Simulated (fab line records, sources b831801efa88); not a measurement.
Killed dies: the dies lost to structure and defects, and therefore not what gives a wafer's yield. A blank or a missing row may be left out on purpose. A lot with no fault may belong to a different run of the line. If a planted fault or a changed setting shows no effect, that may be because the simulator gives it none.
Problem report, 8D (eight disciplines) form, completed by code ; flow sky130 ; the parts of the form that need people (team, actions taken, sign-off) are left out

1. THE ISSUE
Wafers without a fault read 15, standard deviation 4.8; killed at front end at SKY_PAD_OPEN_PROBE_99 reads a mean of 48 on 3 wafers belonging to 3 lots. Measured from the usual mean, that is +6.8 standard deviations.
Seen first at day 50 07:43 on prober-01, wafer L531.5. Wafers with a number at this step in the record: 12, from 4 lots. By rule, "out" or "out of limits" means more than 4 standard deviations away from the usual mean. The other wafers with a number count as sound.

2. WHAT IT IS, WHAT IT ISN'T
question;is;is not
which readings at this step;killed at front end;killed_at_M4_up, killed at contacts, killed on rim, killed open
which lots;L531, L532, L533;L523
which wafers of those lots;L531.5, L532.1, L533.3;L531.2, L531.6, L532.3, L532.5, L533.4, L533.6
read on which tools;prober-01, prober-02;-
when;from day 50 07:43;"up to then (4 sound wafers); but 5 sound wafers of L531, L532, L533 came after"

3. SUSPECTS, AND WHAT RULES EACH OUT
Counting: any tool at a process step up to the reading remains a suspect provided it ran every lot that is out. Sound lots after the first of them don't rule it out here, since some wafers of a struck lot are sound.
- plasma asher-01 at SKY_VT_ADJUST_LVTN_STRIP_20 (strips in O2/N2): kept. It ran every lot that is out, first L531 (day 12 15:39).
- Within plasma asher-01 at SKY_VT_ADJUST_LVTN_STRIP_20: the wafers that are out ran in chamber 0; their sound lot-mates ran in chamber 1.
Remaining after the count: plasma asher-01 at SKY_VT_ADJUST_LVTN_STRIP_20.

4. THE CAUSE (what the simulator had put in)
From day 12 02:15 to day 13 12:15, plasma asher-01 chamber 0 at SKY_VT_ADJUST_LVTN_STRIP_20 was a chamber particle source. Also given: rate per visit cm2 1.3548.
The count eliminated every tool but this one.

5. SEQUENCE OF EFFECTS, ordered by route
Each row: a reading where the mean over the struck wafers with a number is more than 3 standard deviations away from the usual. Only readings for which the record gives a usual standard deviation are gone through. hours: the time from each lot's start at the first step in this table that gives one to its start at this step, as a median over the lots. sigmas: the change in usual standard deviations.
hours;step;reading;usual;on struck wafers;change;sigmas
0;SKY_PAD_OPEN_PROBE_99;killed at front end;15;48;+33;+6.8
Process steps it contains:
- SKY_PAD_OPEN_PROBE_99

6. WHAT WOULD HAVE CAUGHT IT SOONER
First out-of-limits reading in this record: day 50 07:43, which is 917 hours after fault onset at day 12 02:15.
Of the tool readings at SKY_VT_ADJUST_LVTN_STRIP_20 for which the record gives a usual standard deviation, none was out on any struck wafer, so an alarm limit of 4 standard deviations on them would not have fired.
All the lots that are out (3) had begun SKY_VT_ADJUST_LVTN_STRIP_20 on plasma asher-01 by day 50 07:43. A hold on the tool at that time would have spared none of them.
